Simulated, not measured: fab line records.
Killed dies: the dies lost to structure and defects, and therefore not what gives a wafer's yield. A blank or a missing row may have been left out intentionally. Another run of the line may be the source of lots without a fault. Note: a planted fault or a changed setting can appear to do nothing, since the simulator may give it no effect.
Which of the tools did it? + flow gf180mcu + 13 lots, 39 wafers sampled, at 4 steps of a route of 602

WHAT THE GAUGES READ, wafer by wafer
The record holds no reading of a measuring or inspecting step that can be judged against a usual standard deviation.

WHAT TOOL EACH LOT RAN ON (gives the tool, then ch and the chambers of the sampled wafers, and finally the start)
| lot  | GF_STI_ETCH_14                  | GF_SALICIDE_SPUTTER_03       | GF_CONTACT_CVD_02               | GF_CONTACT_SPUTTER_22        |
|------|---------------------------------|------------------------------|---------------------------------|------------------------------|
| L585 | rie si-01 ch 0,1, day 2 02:58   | pvd sputter-02, day 16 22:26 | pecvd-04 ch 1,2, day 16 23:03   | pvd sputter-01, day 17 23:38 |
| L586 | rie si-01 ch 0,1, day 2 09:33   | pvd sputter-03, day 17 10:43 | pecvd-01 ch 1,2, day 17 11:19   | pvd sputter-01, day 18 12:44 |
| L587 | rie si-01 ch 1,3, day 2 13:13   | pvd sputter-04, day 17 17:35 | pecvd-01 ch 1,2, day 17 18:13   | pvd sputter-01, day 18 19:20 |
| L588 | rie si-02 ch 0,1, day 2 18:01   | pvd sputter-02, day 18 03:11 | pecvd-03 ch 1, day 18 03:47     | pvd sputter-02, day 19 04:53 |
| L590 | rie si-01 ch 0,2,3, day 3 04:01 | pvd sputter-03, day 18 19:06 | pecvd-01 ch 0,2, day 18 19:42   | pvd sputter-01, day 19 22:17 |
| L597 | rie si-01 ch 0,1,3, day 4 16:53 | pvd sputter-03, day 21 03:37 | pecvd-01 ch 0,1,2, day 21 04:13 | pvd sputter-01, day 22 06:31 |
| L599 | rie si-02 ch 0,1,2, day 5 03:58 | pvd sputter-02, day 22 00:21 | pecvd-04 ch 0,1,2, day 22 00:58 | pvd sputter-03, day 23 01:59 |
| L600 | rie si-02 ch 0,1,2, day 5 08:37 | pvd sputter-02, day 22 06:19 | pecvd-01 ch 0,1, day 22 06:55   | pvd sputter-01, day 23 07:20 |
| L601 | rie si-02 ch 0,3, day 5 12:50   | pvd sputter-04, day 22 11:56 | pecvd-04 ch 0,1, day 22 12:32   | pvd sputter-03, day 23 13:33 |
| L602 | rie si-02 ch 1,2,3, day 5 19:01 | pvd sputter-03, day 23 00:25 | pecvd-01 ch 1,2, day 23 01:02   | pvd sputter-02, day 24 02:25 |
| L606 | rie si-02 ch 0,2,3, day 6 15:37 | pvd sputter-03, day 24 01:11 | pecvd-01 ch 1,2, day 24 01:47   | pvd sputter-01, day 25 01:38 |
| L607 | rie si-02 ch 0,3, day 6 20:31   | pvd sputter-03, day 24 09:25 | pecvd-04 ch 0,2, day 24 10:01   | pvd sputter-03, day 25 10:28 |
| L608 | rie si-02 ch 1,2,3, day 7 01:53 | pvd sputter-03, day 24 14:39 | pecvd-01 ch 0,2, day 24 15:15   | pvd sputter-03, day 25 15:20 |
- GF_STI_ETCH_14: etches Si in HBr/Cl2/O2, target depth 360 nm, time 102.9 s.
- GF_SALICIDE_SPUTTER_03: material TiN, target thk 20 nm, time 16.7 s.
- GF_CONTACT_CVD_02: deposits SiO2 from TEOS, target thk 860 nm, time 95.992 s.
- GF_CONTACT_SPUTTER_22: material Ti, target thk 15 nm, time 80.02 s.

AS READ BY THE TOOLS THEMSELVES (means over the sampled wafers that have a number; for cases with no such wafer, the mark the record gives instead)
GF_STI_ETCH_14. Usual: bias w 150.0 W, standard deviation 0.42; drypump motor current A 5.3 A, standard deviation 0.39; oes product au 0.995 a.u., standard deviation 0.011; run length s 131.0 s, standard deviation 0.45; throttle valve pct 25.661 %, standard deviation 0.012.
| lot  | tool      | bias w (W) | drypump motor current A (A) | oes product au (a.u.) | run length s (s) | throttle valve pct (%) | flag |
|------|-----------|------------|-----------------------------|-----------------------|------------------|------------------------|------|
| L585 | rie si-01 | 149.6      | 5.2                         | 1.004                 | 131.2            | 25.655                 |      |
| L586 | rie si-01 | 149.8      | 5.2                         | 1.002                 | 131.2            | 25.655                 |      |
| L587 | rie si-01 | 149.4      | 5.2                         | 0.997                 | 131.0            | 25.671                 |      |
| L588 | rie si-02 | 150.2      | 5.7                         | 1.008                 | 130.9            | 25.659                 |      |
| L590 | rie si-01 | 150.2      | 5.1                         | 0.986                 | 131.1            | 25.668                 |      |
| L597 | rie si-01 | 150.1      | 5.2                         | 0.995                 | 132.3            | 25.668                 |      |
| L599 | rie si-02 | 150.1      | 5.5                         | 0.991                 | 130.8            | 25.659                 |      |
| L600 | rie si-02 | 150.3      | 5.4                         | 0.987                 | 131.1            | 25.665                 |      |
| L601 | rie si-02 | 150.0      | 5.1                         | 1.001                 | 130.9            | 25.654                 |      |
| L602 | rie si-02 | 149.7      | 5.6                         | 0.993                 | 130.7            | 25.656                 |      |
| L606 | rie si-02 | 150.1      | 5.2                         | 0.992                 | 131.1            | 25.672                 |      |
| L607 | rie si-02 | 150.0      | 5.1                         | 1.003                 | 131.0            | 25.653                 |      |
| L608 | rie si-02 | 149.9      | 5.6                         | 0.994                 | 130.7            | 25.653                 |      |

GF_SALICIDE_SPUTTER_03. Usual: throttle valve pct at 30.1 %, with a standard deviation of 1.1.
| lot  | tool           | throttle valve pct (%) | flag |
|------|----------------|------------------------|------|
| L585 | pvd sputter-02 | 29.1                   |      |
| L586 | pvd sputter-03 | 29.9                   |      |
| L587 | pvd sputter-04 | 30.3                   |      |
| L588 | pvd sputter-02 | 28.8                   |      |
| L590 | pvd sputter-03 | 29.8                   |      |
| L597 | pvd sputter-03 | 29.7                   |      |
| L599 | pvd sputter-02 | 30.1                   |      |
| L600 | pvd sputter-02 | 30.9                   |      |
| L601 | pvd sputter-04 | 30.3                   |      |
| L602 | pvd sputter-03 | 30.4                   |      |
| L606 | pvd sputter-03 | 30.5                   |      |
| L607 | pvd sputter-03 | 29.7                   |      |
| L608 | pvd sputter-03 | 29.5                   |      |

GF_CONTACT_CVD_02. Usual: heater power outer w 352 W, standard deviation 52; heater power w 631 W, standard deviation 74.
| lot  | tool     | heater power outer w (W) | heater power w (W) | flag |
|------|----------|--------------------------|--------------------|------|
| L585 | pecvd-04 | 417                      | 725                |      |
| L586 | pecvd-01 | 304                      | 580                |      |
| L587 | pecvd-01 | 322                      | 608                |      |
| L588 | pecvd-03 | 358                      | 666                |      |
| L590 | pecvd-01 | 352                      | 633                |      |
| L597 | pecvd-01 | 304                      | 569                |      |
| L599 | pecvd-04 | 375                      | 659                |      |
| L600 | pecvd-01 | 320                      | 581                |      |
| L601 | pecvd-04 | 393                      | 668                |      |
| L602 | pecvd-01 | 340                      | 622                |      |
| L606 | pecvd-01 | 329                      | 624                |      |
| L607 | pecvd-04 | 397                      | 688                |      |
| L608 | pecvd-01 | 314                      | 572                |      |

GF_CONTACT_SPUTTER_22. Usual: throttle valve pct at 29.8 %, with a standard deviation of 1.2.
| lot  | tool           | throttle valve pct (%) | flag |
|------|----------------|------------------------|------|
| L585 | pvd sputter-01 | 29.2                   |      |
| L586 | pvd sputter-01 | 29.2                   |      |
| L587 | pvd sputter-01 | 29.7                   |      |
| L588 | pvd sputter-02 | 30.0                   |      |
| L590 | pvd sputter-01 | 28.8                   |      |
| L597 | pvd sputter-01 | 30.0                   |      |
| L599 | pvd sputter-03 | 30.8                   |      |
| L600 | pvd sputter-01 | 29.1                   |      |
| L601 | pvd sputter-03 | 29.1                   |      |
| L602 | pvd sputter-02 | 29.6                   |      |
| L606 | pvd sputter-01 | 29.3                   |      |
| L607 | pvd sputter-03 | 30.1                   |      |
| L608 | pvd sputter-03 | 30.1                   |      |

THE ANSWER, worked out from the rows above alone
Rule: a lot counts as off when the mean over its wafers that have a number is more than 3 standard deviations away from the usual mean. Also off: a lot with no number at a reading for which 4 or more lots have one. All remaining lots with rows at the step are treated as sound. Order of review: gauges by route order, followed by the tools' own readings, for which a lot's mean as printed above is used. The first step at which some lot is off is used, and at that step the reading that is off furthest; a lot without a number counts as furthest.
None of the lots is off at any reading shown; this tells nothing.

WHAT HAD BEEN PUT IN BY THE SIMULATOR
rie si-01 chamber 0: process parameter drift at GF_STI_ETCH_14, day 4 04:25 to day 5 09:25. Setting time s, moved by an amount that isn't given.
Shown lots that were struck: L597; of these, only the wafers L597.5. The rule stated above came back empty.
